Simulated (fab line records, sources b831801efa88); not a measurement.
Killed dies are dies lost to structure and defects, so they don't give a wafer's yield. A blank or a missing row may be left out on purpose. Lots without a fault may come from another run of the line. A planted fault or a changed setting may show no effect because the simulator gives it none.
fab line records | flow gf180mcu
record lots=5 wafers=15 last_day=34
route steps=602 shown V3@442 M4@456
lots that met no fault: from a run of the same line without faults
start_h: hours from the record's first day to the start of the lot's first wafer shown | wait_h: hours since the lot's step before | " the same as in the row above | L1.1+2: a row that stands for several wafers | - no value, or no start given | * or withheld: withheld | < > ~ a bound
route shown NAME@n: a module of which the file shows steps, and the number in the route of the first | usual: mean/standard deviation of fault-free wafers | same: alike in all rows | chamber/n: place in a boat | sites: the reading at each site | _std_site: their standard deviation | _edge_site: outer sites' mean less inner sites' | radius_mm: how far each site lies from the wafer's centre | mask NAME#n: copy n | behind: the tool/chamber that last shaped the wafer | hold: why the lot was held/for how many hours/how that ended | device: the transistor (n, p or np) that didn't switch | end of line: the same wafers' tests at the end of the route | a step without rows: its recipe alone | killed: dies lost to structure and defects at the first sort, not the wafer's yield | map: a wafer's dies, x killed, . not, _ none there
set.NAME: the setting as run; set.NAME@STEP: as run at that earlier step | model.NAME: the simulator's own value behind a step, which no gauge read
lots at some steps of the route; a table a step, a row a wafer
services: from which hour (start_h, from the record's first day; less than 0 if before it) a tool's chamber was out of use, for how many hours, and why
## steps
# step GF_V3_DEVELOP_13
# recipe develop_time_s=60 resist=KrF dev_temp_c=21
# usual resist_line_temp_C=22.99/0.094
# same develop_time_s=60
# columns lot.wafer tool chamber start_h wait_h resist_line_temp_C
L078.4 litho_track-04 0 548.93 0.1 23.10
L078.5 " 0 " " 22.93
L078.6 " 0 " " 23.02
L079.1 litho_track-01 0 556.14 0.2 23.04
L079.3 " 0 " " 22.99
L079.4 " 0 " " 23.03
L088.3 litho_track-04 0 625.06 0.1 23.02
L088.4 " 0 " " 23.00
L088.5 " 0 " " 23.13
L091.3 litho_track-01 0 648.64 0.1 23.03
L091.4 " 0 " " 23.06
L091.6 " 0 " " 23.00
L095.1 litho_track-04 0 675.45 0.2 22.91
L095.3 " 0 " " 22.84
L095.6 " 0 " " 22.86
# step GF_V3_CD_MEAS_14
# recipe target_cd_nm=260
# usual cd_nm=259.9/1.2
# columns lot.wafer tool chamber start_h wait_h cd_nm
L078.4 cd_sem-02 - 549.07 0.1 260.5
L078.5 " - " " 260.6
L078.6 " - " " 261.9
L079.1 cd_sem-01 - 556.29 0.1 260.4
L079.3 " - " " 261.2
L079.4 " - " " 261.9
L088.3 cd_sem-01 - 625.20 0.1 258.2
L088.4 " - " " 257.7
L088.5 " - " " 258.1
L091.3 cd_sem-01 - 648.78 0.1 262.2
L091.4 " - " " 262.1
L091.6 " - " " 262.4
L095.1 cd_sem-02 - 675.60 0.1 258.9
L095.3 " - " " 259.4
L095.6 " - " " 258.9
# step GF_V3_OVL_MEAS_15
# usual V3_OVL=-4/5.1
# columns lot.wafer tool chamber start_h wait_h V3_OVL[nm]
L078.4 overlay-01 - 549.14 0.1 -12
L078.5 " - " " -13
L078.6 " - " " -9
L079.1 overlay-02 - 556.41 0.1 0
L079.3 " - " " -4
L079.4 " - " " -3
L088.3 overlay-01 - 625.29 0.1 -4
L088.4 " - " " -2
L088.5 " - " " -4
L091.3 overlay-02 - 648.87 0.1 -7
L091.4 " - " " -1
L091.6 " - " " -10
L095.1 overlay-02 - 675.72 0.1 0
L095.3 " - " " -6
L095.6 " - " " -6
# step GF_V3_ETCH_16
# recipe chemistry=N2/H2 target_depth_a=withheld overetch_a=withheld time_s=withheld target=BARC ion_energy_ev=200 source_w=500 bias_w=100 pressure_mtorr=30 n2_flow_sccm=100 h2_flow_sccm=200
# usual drypump_motor_current_A=5.7/0.5 h2_flow_sccm=200.0/0.57 oes_product_au=0.855/0.0042 throttle_valve_pct=13.225/0.0097
# columns lot.wafer tool chamber start_h wait_h drypump_motor_current_A h2_flow_sccm oes_product_au throttle_valve_pct
L078.4 rie_diel-04 3 549.16 0.0 5.9 200.3 0.855 13.222
L078.5 " 3 " " 5.9 201.0 0.859 13.226
L078.6 " 0 " " 6.5 199.8 0.852 13.215
L079.1 rie_diel-04 1 556.44 0.0 5.4 200.4 0.859 13.211
L079.3 " 2 " " 5.0 200.2 0.856 13.219
L079.4 " 3 " " 5.8 200.6 0.853 13.215
L088.3 rie_diel-04 3 625.31 0.0 5.9 199.9 0.858 13.215
L088.4 " 1 " " 5.4 199.0 0.856 13.217
L088.5 " 3 " " 5.9 199.4 0.858 13.229
L091.3 rie_diel-03 3 648.89 0.0 5.5 200.2 0.859 13.211
L091.4 " 1 " " 6.0 200.0 0.853 13.224
L091.6 " 3 " " 5.5 201.0 0.855 13.236
L095.1 rie_diel-03 3 675.76 0.0 5.5 200.6 0.846 13.233
L095.3 " 1 " " 6.0 199.1 0.851 13.224
L095.6 " 2 " " 6.6 199.4 0.853 13.216
# step GF_V3_ETCH_17
# recipe chemistry=C4F8/O2/Ar mask_material=KrF target=SiO2 stop_on=TiN source_w=1500 bias_w=1200 pressure_mtorr=40 c4f8_flow_sccm=withheld O2_flow_sccm=6 Ar_flow_sccm=300 time_s=withheld target_depth_a=6350
# usual oes_product_au=0.855/0.0043
# columns lot.wafer tool chamber start_h wait_h oes_product_au
L078.4 rie_diel-04 3 - - 0.854
L078.5 " 3 " " 0.849
L078.6 " 0 " " 0.857
L079.1 rie_diel-04 1 - - 0.860
L079.3 " 2 " " 0.854
L079.4 " 3 " " 0.849
L088.3 rie_diel-04 3 - - 0.857
L088.4 " 1 " " 0.861
L088.5 " 3 " " 0.851
L091.3 rie_diel-03 3 - - 0.862
L091.4 " 1 " " 0.856
L091.6 " 3 " " 0.851
L095.1 rie_diel-03 3 - - 0.854
L095.3 " 1 " " 0.857
L095.6 " 2 " " 0.855
# step GF_V3_STRIP_18
# recipe chemistry=O2/N2 power_w=1400 pressure_mtorr=1500 platen_temp_c=250 o2_flow_sccm=3000 n2_flow_sccm=300 overash_fraction=0.5
# usual drypump_motor_current_A=5.3/0.38 heater_power_w=331/18 oes_product_au=0.593/0.0047
# columns lot.wafer tool chamber start_h wait_h drypump_motor_current_A heater_power_w oes_product_au rf_hours_counter_h
L078.4 plasma_asher-03 1 549.32 - 5.4 313 0.599 -
L078.5 " 1 " " 5.4 315 0.595 -
L078.6 " 0 " " 5.2 316 0.589 -
L079.1 plasma_asher-04 0 556.57 - 4.8 352 0.593 46
L079.3 " 0 " " 4.8 349 0.594 -
L079.4 " 1 " " 6.0 347 0.592 -
L088.3 plasma_asher-01 0 625.47 - 5.1 342 0.590 -
L088.4 " 1 " " 5.3 318 0.587 -
L088.5 " 1 " " 5.3 308 0.594 -
L091.3 plasma_asher-03 1 649.06 - 5.4 316 0.582 -
L091.4 " 0 " " 5.2 314 0.594 -
L091.6 " 0 " " 5.2 318 0.595 -
L095.1 plasma_asher-01 0 675.89 - 5.1 345 0.593 98
L095.3 " 1 " " 5.3 319 0.591 -
L095.6 " 0 " " 5.1 335 0.601 -
# step GF_V3_STRIP_19
# recipe chemistry=post_etch_residue_remover time_s=1200 temp_c=72.5
# usual bath_guard_temp_C=72.6/0.33
# columns lot.wafer tool chamber start_h wait_h bath_guard_temp_C
L078.4 wet_bench-04 3 549.39 0.0 72.9
L078.5 " 3 " " 72.9
L078.6 " 3 " " 73.0
L079.1 wet_bench-04 2 556.67 0.1 72.8
L079.3 " 2 " " 73.0
L079.4 " 2 " " 73.0
L088.3 wet_bench-04 1 625.54 0.0 72.8
L088.4 " 1 " " 72.1
L088.5 " 1 " " 72.6
L091.3 wet_bench-01 3 649.12 0.0 72.0
L091.4 " 3 " " 72.0
L091.6 " 3 " " 72.3
L095.1 wet_bench-01 3 675.99 0.1 72.3
L095.3 " 3 " " 72.2
L095.6 " 3 " " 72.6
# step GF_V3_CLEAN_20
# recipe chemistry=DIW dry=n2_spin
# columns lot.wafer tool chamber start_h wait_h
L078.4+5+6 wet_bench-01 1 549.73 0.0
L079.1+3+4 wet_bench-02 0 557.01 0.0
L088.3+4+5 wet_bench-01 2 625.88 0.0
L091.3+4+6 wet_bench-02 2 649.49 0.0
L095.1+3+6 wet_bench-04 0 676.33 0.0
# step GF_V3_SPUTTER_21
# recipe material=Ti target_thk_nm=15 chamber_pressure_pa=5 power_w=2500 substrate_temp_c=200 time_s=80.02
# usual throttle_valve_pct=30.3/1.1
# columns lot.wafer tool chamber start_h wait_h throttle_valve_pct
L078.4 pvd_sputter-01 - 549.83 0.0 31.5
L078.5 " - " " 30.9
L078.6 " - " " 31.6
L079.1 pvd_sputter-02 - 557.11 0.0 30.5
L079.3 " - " " 29.6
L079.4 " - " " 29.1
L088.3 pvd_sputter-03 - 625.98 0.0 28.2
L088.4 " - " " 29.1
L088.5 " - " " 29.2
L091.3 pvd_sputter-02 - 649.59 0.0 29.0
L091.4 " - " " 31.8
L091.6 " - " " 29.0
L095.1 pvd_sputter-03 - 676.42 0.0 31.2
L095.3 " - " " 28.3
L095.6 " - " " 31.4
# step GF_V3_SPUTTER_22
# recipe material=TiN target_thk_nm=10 chamber_pressure_pa=5 power_w=4000 time_s=40
# usual throttle_valve_pct=30.3/1.1
# columns lot.wafer tool chamber start_h wait_h throttle_valve_pct
L078.4 pvd_sputter-01 - 549.89 0.0 31.3
L078.5 " - " " 31.2
L078.6 " - " " 31.5
L079.1 pvd_sputter-02 - 557.17 0.0 30.6
L079.3 " - " " 29.8
L079.4 " - " " 29.3
L088.3 pvd_sputter-03 - 626.04 0.0 28.4
L088.4 " - " " 29.3
L088.5 " - " " 29.2
L091.3 pvd_sputter-02 - 649.65 0.0 29.0
L091.4 " - " " 31.9
L091.6 " - " " 29.2
L095.1 pvd_sputter-03 - 676.48 0.0 31.0
L095.3 " - " " 28.2
L095.6 " - " " 31.7
# step GF_V3_CVD_23
# recipe material=W target_thk_nm=350 time_s=104.9 temp_c=400 pressure_torr=40
# usual heater_power_w=909/89
# columns lot.wafer tool chamber start_h wait_h heater_power_w
L078.4 cvd_w-01 0 549.97 0.1 837
L078.5 " 0 " " 869
L078.6 " 1 " " 965
L079.1 cvd_w-01 1 557.21 0.0 948
L079.3 " 1 " " 977
L079.4 " 0 " " 858
L088.3 cvd_w-02 1 626.12 0.1 781
L088.4 " 0 " " 1039
L088.5 " 1 " " 799
L091.3 cvd_w-01 0 649.72 0.1 880
L091.4 " 1 " " 936
L091.6 " 1 " " 952
L095.1 cvd_w-01 1 676.52 0.0 964
L095.3 " 1 " " 981
L095.6 " 0 " " 857
# step GF_V3_RS_MEAS_24
# recipe thk_meas_gauge=four-point-probe reads=W_of_V3_CVD_23+TiN_of_V3_SPUTTER_22+Ti_of_V3_SPUTTER_21
# usual V3_W_RS=0.328/0.005
# columns lot.wafer tool chamber start_h wait_h V3_W_RS[ohm/sq]
L078.4 film_metro-03 - 550.11 0.1 0.335
L078.5 " - " " 0.337
L078.6 " - " " 0.328
L079.1 film_metro-03 - 557.32 0.1 0.327
L079.3 " - " " 0.323
L079.4 " - " " 0.332
L088.3 film_metro-04 - 626.23 0.1 0.325
L088.4 " - " " 0.328
L088.5 " - " " 0.326
L091.3 film_metro-04 - 649.84 0.1 0.335
L091.4 " - " " 0.329
L091.6 " - " " 0.331
L095.1 film_metro-03 - 676.64 0.1 0.318
L095.3 " - " " 0.324
L095.6 " - " " 0.336
# step GF_V3_THK_MEAS_25
# recipe thk_meas_gauge=xrf reads=W_of_V3_CVD_23
# usual V3_W_THK=355/5.7
# columns lot.wafer tool chamber start_h wait_h V3_W_THK[nm]
L078.4 film_metro-03 - 550.20 0.1 350
L078.5 " - " " 348
L078.6 " - " " 355
L079.1 film_metro-03 - 557.44 0.1 360
L079.3 " - " " 366
L079.4 " - " " 353
L088.3 film_metro-04 - 626.33 0.1 358
L088.4 " - " " 357
L088.5 " - " " 356
L091.3 film_metro-04 - 649.94 0.1 347
L091.4 " - " " 352
L091.6 " - " " 351
L095.1 film_metro-03 - 676.76 0.1 368
L095.3 " - " " 361
L095.6 " - " " 349
# step GF_V3_CMP_26
# recipe stop_on=SiO2 down_force_psi=3.5 platen_rpm=60 t_overpolish_s=15 target_thk_nm=0 pad_velocity_m_s=0.94248
# usual motor_current_A=10.9/1 overpolish_run_s=15.000/0.0095 time_to_endpoint_s=83/3.5
# columns lot.wafer tool chamber start_h wait_h motor_current_A overpolish_run_s time_to_endpoint_s
L078.4 cmp-02 3 550.28 0.1 10.4 14.982 82
L078.6 " 2 " " 11.8 14.994 85
L078.5 " 3 " " 10.5 15.008 80
L079.1 cmp-01 0 557.50 0.1 10.4 15.014 88
L079.3 " 1 " " 9.6 15.003 89
L079.4 " 2 " " 12.8 14.989 82
L088.3 cmp-02 2 626.42 0.1 11.9 15.019 85
L088.4 " 3 " " 10.5 15.020 82
L088.5 " 2 " " 12.0 15.003 85
L091.4 cmp-02 1 649.98 0.0 10.9 14.996 78
L091.3 " 0 " " 11.9 14.989 84
L091.6 " 2 " " 12.7 14.993 86
L095.1 cmp-02 3 676.87 0.1 10.4 14.998 86
L095.3 " 1 " " 10.8 15.009 83
L095.6 " 2 " " 12.5 14.989 83
# step GF_M4_SPUTTER_00
# recipe material=Ti target_thk_nm=37.5 arriving_ion_energy_ev=80 substrate_temp_c=200 chamber_pressure_pa=2 power_w=4000 time_s=150
# usual throttle_valve_pct=30.1/1.1
# columns lot.wafer tool chamber start_h wait_h throttle_valve_pct
L078.4 pvd_sputter-03 - 550.53 0.2 31.0
L078.5 " - " " 29.2
L078.6 " - " " 31.2
L079.1 pvd_sputter-03 - 557.80 0.2 31.1
L079.3 " - " " 28.4
L079.4 " - " " 31.3
L088.3 pvd_sputter-04 - 626.67 0.2 29.5
L088.4 " - " " 29.4
L088.5 " - " " 30.9
L091.3 pvd_sputter-03 - 650.28 0.1 28.4
L091.4 " - " " 28.6
L091.6 " - " " 31.6
L095.1 pvd_sputter-04 - 677.12 0.2 29.5
L095.3 " - " " 30.3
L095.6 " - " " 30.5
# step GF_M4_SPUTTER_01
# recipe material=TiN target_thk_nm=30 power_w=6500 time_s=25 chamber_pressure_pa=0.3925
# usual throttle_valve_pct=30.1/1.1
# columns lot.wafer tool chamber start_h wait_h throttle_valve_pct
L078.4 pvd_sputter-03 - 550.63 0.1 30.9
L078.5 " - " " 29.3
L078.6 " - " " 31.3
L079.1 pvd_sputter-03 - 558.00 0.1 31.0
L079.3 " - " " 28.2
L079.4 " - " " 31.4
L088.3 pvd_sputter-04 - 626.77 0.1 29.5
L088.4 " - " " 29.3
L088.5 " - " " 30.8
L091.3 pvd_sputter-03 - 650.38 0.1 28.3
L091.4 " - " " 28.5
L091.6 " - " " 31.4
L095.1 pvd_sputter-04 - 677.22 0.1 29.5
L095.3 " - " " 30.3
L095.6 " - " " 30.2
# step GF_M4_SPUTTER_02
# recipe material=AlCu target_thk_nm=450 power_w=10600 time_s=23.9 chamber_pressure_pa=0.4
# usual throttle_valve_pct=30.1/1.1
# columns lot.wafer tool chamber start_h wait_h throttle_valve_pct
L078.4 pvd_sputter-03 - 550.66 0.0 31.3
L078.5 " - " " 29.1
L078.6 " - " " 31.1
L079.1 pvd_sputter-03 - 558.06 0.0 31.1
L079.3 " - " " 28.5
L079.4 " - " " 31.7
L088.3 pvd_sputter-04 - 626.80 0.0 29.3
L088.4 " - " " 29.1
L088.5 " - " " 30.9
L091.3 pvd_sputter-03 - 650.41 0.0 28.2
L091.4 " - " " 28.3
L091.6 " - " " 31.8
L095.1 pvd_sputter-04 - 677.25 0.0 29.5
L095.3 " - " " 30.4
L095.6 " - " " 30.4
# step GF_M4_SPUTTER_03
# recipe material=Ti target_thk_nm=10 substrate_temp_c=300 chamber_pressure_pa=0.3 power_w=3000 time_s=6.7
# usual throttle_valve_pct=30.1/1.1
# columns lot.wafer tool chamber start_h wait_h throttle_valve_pct
L078.4 pvd_sputter-03 - 550.69 0.0 30.9
L078.5 " - " " 29.2
L078.6 " - " " 31.2
L079.1 pvd_sputter-03 - 558.12 0.0 31.1
L079.3 " - " " 28.3
L079.4 " - " " 31.6
L088.3 pvd_sputter-04 - 626.83 0.0 29.2
L088.4 " - " " 29.4
L088.5 " - " " 31.0
L091.3 pvd_sputter-03 - 650.44 0.0 28.3
L091.4 " - " " 28.3
L091.6 " - " " 31.4
L095.1 pvd_sputter-04 - 677.28 0.0 29.3
L095.3 " - " " 30.2
L095.6 " - " " 30.3
# step GF_M4_SPUTTER_04
# recipe material=TiN target_thk_nm=50 power_w=6500 time_s=41.7 chamber_pressure_pa=0.4
# usual throttle_valve_pct=30.1/1.1
# columns lot.wafer tool chamber start_h wait_h throttle_valve_pct
L078.4 pvd_sputter-03 - 550.71 0.0 31.0
L078.5 " - " " 29.3
L078.6 " - " " 31.0
L079.1 pvd_sputter-03 - 558.16 0.0 31.0
L079.3 " - " " 28.4
L079.4 " - " " 31.5
L088.3 pvd_sputter-04 - 626.86 0.0 29.3
L088.4 " - " " 29.4
L088.5 " - " " 30.8
L091.3 pvd_sputter-03 - 650.46 0.0 28.3
L091.4 " - " " 28.3
L091.6 " - " " 31.6
L095.1 pvd_sputter-04 - 677.30 0.0 29.4
L095.3 " - " " 30.5
L095.6 " - " " 30.4
# step GF_M4_RS_MEAS_05
# recipe thk_meas_gauge=four-point-probe reads=TiN_of_M4_SPUTTER_04+Ti_of_M4_SPUTTER_03+AlCu_of_M4_SPUTTER_02+TiN_of_M4_SPUTTER_01+Ti_of_M4_SPUTTER_00
# usual M4_ALCU_RS=0.0695/0.0007
# columns lot.wafer tool chamber start_h wait_h M4_ALCU_RS[ohm/sq]
L078.4 film_metro-01 - 550.81 0.1 0.0696
L078.5 " - " " 0.0692
L078.6 " - " " 0.0696
L079.1 film_metro-01 - 558.24 0.0 0.0688
L079.3 " - " " 0.0689
L079.4 " - " " 0.0689
L088.3 film_metro-04 - 626.94 0.1 0.0695
L088.4 " - " " 0.0695
L088.5 " - " " 0.0697
L091.3 film_metro-03 - 650.54 0.1 0.0701
L091.4 " - " " 0.0701
L091.6 " - " " 0.0702
L095.1 film_metro-04 - 677.34 0.0 0.0690
L095.3 " - " " 0.0692
L095.6 " - " " 0.0693
# step GF_M4_THK_MEAS_06
# recipe thk_meas_gauge=xrf reads=AlCu_of_M4_SPUTTER_02
# usual M4_ALCU_THK=452/5.3
# columns lot.wafer tool chamber start_h wait_h M4_ALCU_THK[nm]
L078.4 film_metro-01 - 550.90 0.1 454
L078.5 " - " " 458
L078.6 " - " " 453
L079.1 film_metro-01 - 558.36 0.1 457
L079.3 " - " " 458
L079.4 " - " " 458
L088.3 film_metro-04 - 627.04 0.1 450
L088.4 " - " " 451
L088.5 " - " " 450
L091.3 film_metro-03 - 650.64 0.1 446
L091.4 " - " " 447
L091.6 " - " " 445
L095.1 film_metro-04 - 677.46 0.1 453
L095.3 " - " " 453
L095.6 " - " " 453
# step GF_M4_DEHYDRATE_07
# recipe temp_c=200 time_s=60
# usual resist_line_temp_C=23.00/0.11
# columns lot.wafer tool chamber start_h wait_h resist_line_temp_C
L078.4 litho_track-03 0 561.50 10.6 23.08
L078.5 " 0 " " 23.06
L078.6 " 0 " " 23.05
L079.1 litho_track-01 0 569.04 10.7 23.11
L079.3 " 0 " " 22.91
L079.4 " 0 " " 22.96
L088.3 litho_track-01 0 636.64 9.6 22.99
L088.4 " 0 " " 23.01
L088.5 " 0 " " 22.97
L091.3 litho_track-01 0 660.49 9.8 22.85
L091.4 " 0 " " 22.98
L091.6 " 0 " " 22.93
L095.1 litho_track-01 0 686.24 8.8 22.99
L095.3 " 0 " " 22.92
L095.6 " 0 " " 22.88
# step GF_M4_HMDS_08
# recipe prime_time_s=60 prime_temp_c=120
# usual resist_line_temp_C=22.99/0.11
# same prime_time_s=60
# columns lot.wafer tool chamber start_h wait_h resist_line_temp_C
L078.4 litho_track-03 0 561.65 0.1 23.20
L078.5 " 0 " " 23.07
L078.6 " 0 " " 23.20
L079.1 litho_track-01 0 569.19 0.1 23.09
L079.3 " 0 " " 22.91
L079.4 " 0 " " 23.09
L088.3 litho_track-01 0 636.79 0.1 22.82
L088.4 " 0 " " 22.86
L088.5 " 0 " " 22.85
L091.3 litho_track-01 0 660.64 0.1 22.87
L091.4 " 0 " " 22.93
L091.6 " 0 " " 23.11
L095.1 litho_track-01 0 686.39 0.1 23.15
L095.3 " 0 " " 23.21
L095.6 " 0 " " 23.14
# step GF_M4_COAT_09
# recipe resist=KrF spin_rpm=withheld resist_thk_nm=1000
# usual resist_line_temp_C=23.02/0.098
# columns lot.wafer tool chamber start_h wait_h resist_line_temp_C
L078.4 litho_track-03 0 561.80 0.1 23.10
L078.5 " 0 " " 23.10
L078.6 " 0 " " 23.08
L079.1 litho_track-01 0 569.34 0.1 23.03
L079.3 " 0 " " 23.16
L079.4 " 0 " " 23.08
L088.3 litho_track-01 0 636.94 0.1 23.15
L088.4 " 0 " " 23.12
L088.5 " 0 " " 22.85
L091.3 litho_track-01 0 660.79 0.1 23.09
L091.4 " 0 " " 23.07
L091.6 " 0 " " 23.15
L095.1 litho_track-01 0 686.54 0.1 23.07
L095.3 " 0 " " 23.03
L095.6 " 0 " " 23.13
# step GF_M4_SOFTBAKE_10
# recipe temp_c=130 time_s=60 resist=KrF
# usual resist_line_temp_C=23.02/0.095
# columns lot.wafer tool chamber start_h wait_h resist_line_temp_C
L078.4 litho_track-03 0 561.95 0.1 22.96
L078.5 " 0 " " 22.97
L078.6 " 0 " " 23.02
L079.1 litho_track-01 0 569.49 0.1 23.02
L079.3 " 0 " " 23.10
L079.4 " 0 " " 23.04
L088.3 litho_track-01 0 637.09 0.1 22.97
L088.4 " 0 " " 23.12
L088.5 " 0 " " 23.06
L091.3 litho_track-01 0 660.94 0.1 22.93
L091.4 " 0 " " 23.03
L091.6 " 0 " " 23.11
L095.1 litho_track-01 0 686.69 0.1 22.93
L095.3 " 0 " " 22.95
L095.6 " 0 " " 23.21
# step GF_M4_EXPOSE_11
# recipe mask_id=Metal4 target_cd_nm=280 na=0.68 source_shape=conventional sigma_outer=0.6 dose_mj=28
# columns lot.wafer tool chamber start_h wait_h mask
L078.4+5+6 krf_scanner-02 0 - - Metal4#0
L079.1+3+4 krf_scanner-01 0 - - Metal4#0
L088.3+4+5 krf_scanner-01 0 - - Metal4#0
L091.3+4+6 krf_scanner-02 0 - - Metal4#0
L095.1+3+6 krf_scanner-01 0 - - Metal4#0
# step GF_M4_PEB_12
# recipe peb_temp_c=135 peb_time_s=90 resist=KrF
# usual resist_line_temp_C=23.02/0.096
# columns lot.wafer tool chamber start_h wait_h resist_line_temp_C
L078.4 litho_track-01 0 - - 23.04
L078.5 " 0 " " 23.03
L078.6 " 0 " " 23.04
L079.1 litho_track-04 0 - - 23.14
L079.3 " 0 " " 23.15
L079.4 " 0 " " 23.03
L088.3 litho_track-04 0 - - 23.11
L088.4 " 0 " " 23.13
L088.5 " 0 " " 23.12
L091.3 litho_track-04 0 - - 23.10
L091.4 " 0 " " 22.96
L091.6 " 0 " " 23.05
L095.1 litho_track-04 0 - - 23.10
L095.3 " 0 " " 23.03
L095.6 " 0 " " 23.11
# step GF_M4_DEVELOP_13
# recipe develop_time_s=60 dev_temp_c=21
# usual resist_line_temp_C=22.96/0.099
# same develop_time_s=60
# columns lot.wafer tool chamber start_h wait_h resist_line_temp_C
L078.4 litho_track-01 0 572.56 0.1 22.84
L078.5 " 0 " " 22.95
L078.6 " 0 " " 23.19
L079.1 litho_track-04 0 579.76 0.2 23.13
L079.3 " 0 " " 23.03
L079.4 " 0 " " 22.99
L088.3 litho_track-04 0 646.66 0.1 22.94
L088.4 " 0 " " 23.05
L088.5 " 0 " " 22.89
L091.3 litho_track-04 0 669.80 0.1 22.97
L091.4 " 0 " " 22.83
L091.6 " 0 " " 23.00
L095.1 litho_track-04 0 696.00 0.2 23.00
L095.3 " 0 " " 23.11
L095.6 " 0 " " 22.97
# step GF_M4_CD_MEAS_14
# recipe target_cd_nm=280
# usual cd_nm=279.6/1.3
# columns lot.wafer tool chamber start_h wait_h cd_nm
L078.4 cd_sem-01 - 572.70 0.1 280.0
L078.5 " - " " 280.0
L078.6 " - " " 279.6
L079.1 cd_sem-01 - 580.00 0.2 278.3
L079.3 " - " " 277.7
L079.4 " - " " 278.5
L088.3 cd_sem-01 - 646.80 0.1 278.9
L088.4 " - " " 277.3
L088.5 " - " " 279.1
L091.3 cd_sem-01 - 670.05 0.2 280.2
L091.4 " - " " 279.4
L091.6 " - " " 279.6
L095.1 cd_sem-01 - 696.15 0.1 280.8
L095.3 " - " " 281.1
L095.6 " - " " 280.5
# step GF_M4_OVL_MEAS_15
# usual M4_OVL=0/4.1
# columns lot.wafer tool chamber start_h wait_h M4_OVL[nm]
L078.4 overlay-01 - 572.78 0.1 2
L078.5 " - " " 5
L078.6 " - " " 3
L079.1 overlay-02 - 580.12 0.1 1
L079.3 " - " " 1
L079.4 " - " " -5
L088.3 overlay-02 - 646.89 0.1 -3
L088.4 " - " " -1
L088.5 " - " " -3
L091.3 overlay-02 - 670.14 0.1 0
L091.4 " - " " -7
L091.6 " - " " 0
L095.1 overlay-01 - 696.27 0.1 -2
L095.3 " - " " -1
L095.6 " - " " -1
# step GF_M4_METAL_ETCH_16
# recipe chemistry=Cl2/BCl3 mask_material=KrF target_depth_nm=627.5 stop_on=SiO2 pressure_mtorr=8 icp_w=800 bias_w=140 Cl2_flow_sccm=80 bcl3_flow_sccm=40 time_s=104.6
# usual drypump_motor_current_A=5.7/0.45 oes_product_au=0.971/0.0062 throttle_valve_pct=28.251/0.0095
# columns lot.wafer tool chamber start_h wait_h drypump_motor_current_A oes_product_au rf_hours_counter_h throttle_valve_pct
L078.4 rie_metal-01 1 572.83 0.0 6.3 0.969 - 28.256
L078.5 " 1 " " 6.4 0.973 - 28.246
L078.6 " 0 " " 5.7 0.964 - 28.256
L079.1 rie_metal-04 1 580.15 0.0 5.9 0.982 3 28.248
L079.3 " 0 " " 5.8 0.964 - 28.251
L079.4 " 1 " " 5.9 0.978 - 28.239
L088.3 rie_metal-02 1 646.95 0.1 5.6 0.971 - 28.258
L088.4 " 0 " " 4.8 0.970 - 28.252
L088.5 " 0 " " 4.8 0.968 - 28.254
L091.3 rie_metal-01 0 670.21 0.1 5.8 0.968 - 28.244
L091.4 " 1 " " 6.3 0.968 - 28.278
L091.6 " 1 " " 6.3 0.961 - 28.262
L095.1 rie_metal-01 1 696.31 0.0 6.3 0.974 13 28.256
L095.3 " 0 " " 5.7 0.985 - 28.243
L095.6 " 0 " " 5.7 0.970 - 28.238
# step GF_M4_STRIP_17
# recipe chemistry=O2/N2 power_w=1400 pressure_mtorr=1500 platen_temp_c=250 o2_flow_sccm=3000 n2_flow_sccm=300 overash_fraction=0.5
# usual drypump_motor_current_A=5.6/0.6 heater_power_w=333/20 oes_product_au=0.558/0.005 strip_time_to_endpoint_s=7.89/0.044
# columns lot.wafer tool chamber start_h wait_h drypump_motor_current_A heater_power_w oes_product_au rf_hours_counter_h strip_time_to_endpoint_s
L078.4 plasma_asher-02 0 572.94 0.1 6.5 319 0.556 - 7.82
L078.5 " 1 " " 6.1 292 0.555 - 7.81
L078.6 " 0 " " 6.5 320 0.550 - 7.81
L079.1 plasma_asher-01 1 580.27 0.1 5.3 308 0.564 89 7.86
L079.3 " 0 " " 5.1 344 0.562 - 7.95
L079.4 " 1 " " 5.2 316 0.555 - 7.90
L088.3 plasma_asher-01 1 647.06 0.1 5.3 319 0.564 - 7.88
L088.4 " 0 " " 5.2 333 0.560 - 7.90
L088.5 " 1 " " 5.3 314 0.565 - 7.94
L091.3 plasma_asher-04 1 670.31 0.1 6.1 355 0.558 - 7.87
L091.4 " 0 " " 4.8 350 0.549 - 7.95
L091.6 " 1 " " 6.0 354 0.550 - 7.90
L095.1 plasma_asher-01 0 696.42 0.1 5.1 332 0.556 100 7.84
L095.3 " 1 " " 5.3 314 0.556 - 7.85
L095.6 " 0 " " 5.1 338 0.559 - 7.82
# step GF_M4_STRIP_18
# recipe chemistry=post_etch_residue_remover time_s=1200 temp_c=72.5
# usual bath_guard_temp_C=72.48/0.24
# columns lot.wafer tool chamber start_h wait_h bath_guard_temp_C
L078.4 wet_bench-01 1 573.01 0.0 72.39
L078.5 " 1 " " 72.31
L078.6 " 1 " " 72.66
L079.1 wet_bench-01 3 580.37 0.1 72.49
L079.3 " 3 " " 72.45
L079.4 " 3 " " 72.06
L088.3 wet_bench-01 3 647.12 0.0 72.49
L088.4 " 3 " " 72.31
L088.5 " 3 " " 72.33
L091.3 wet_bench-03 3 670.38 0.0 71.97
L091.4 " 3 " " 71.74
L091.6 " 3 " " 71.91
L095.1 wet_bench-02 0 696.52 0.1 72.37
L095.3 " 0 " " 72.66
L095.6 " 0 " " 72.83
# step GF_M4_CLEAN_19
# recipe chemistry=DIW dry=n2_spin
# columns lot.wafer tool chamber start_h wait_h
L078.4+5+6 wet_bench-03 2 573.41 0.0
L079.1+3+4 wet_bench-03 1 580.74 0.0
L088.3+4+5 wet_bench-03 3 647.50 0.0
L091.3+4+6 wet_bench-02 0 670.72 0.0
L095.1+3+6 wet_bench-03 2 697.21 0.0
## services
# columns tool chamber start_h hours kind
pvd_sputter-02 - 525.45 3.6 repair
pvd_sputter-02 - 527.63 2.9 repair
rie_diel-03 3 546.24 1.5 repair
rie_diel-04 0 550.18 15.9 repair
rie_diel-04 3 559.48 12.6 repair
cvd_w-01 - 568.09 1.0 repair
rie_diel-03 0 575.41 5.4 repair
wet_bench-04 - 586.41 32.4 pm
rie_diel-03 1 599.87 6.2 repair
rie_diel-03 3 605.07 9.0 repair
cvd_w-01 1 614.98 2.8 repair
wet_bench-03 - 615.44 1.0 repair
rie_diel-03 3 625.75 4.9 repair
pvd_sputter-02 - 626.63 2.1 repair
cvd_w-01 - 641.00 2.4 repair
rie_diel-03 0 642.79 2.7 repair
wet_bench-03 - 657.66 1.9 repair
cvd_w-01 - 663.92 2.8 pm
pvd_sputter-02 - 664.55 3.9 repair
cmp-02 - 665.50 7.9 pm
wet_bench-02 - 672.26 0.9 repair
rie_diel-03 - 677.18 1.0 repair
cvd_w-01 0 681.05 13.8 repair
rie_diel-03 1 688.34 1.3 repair
## key
fault none
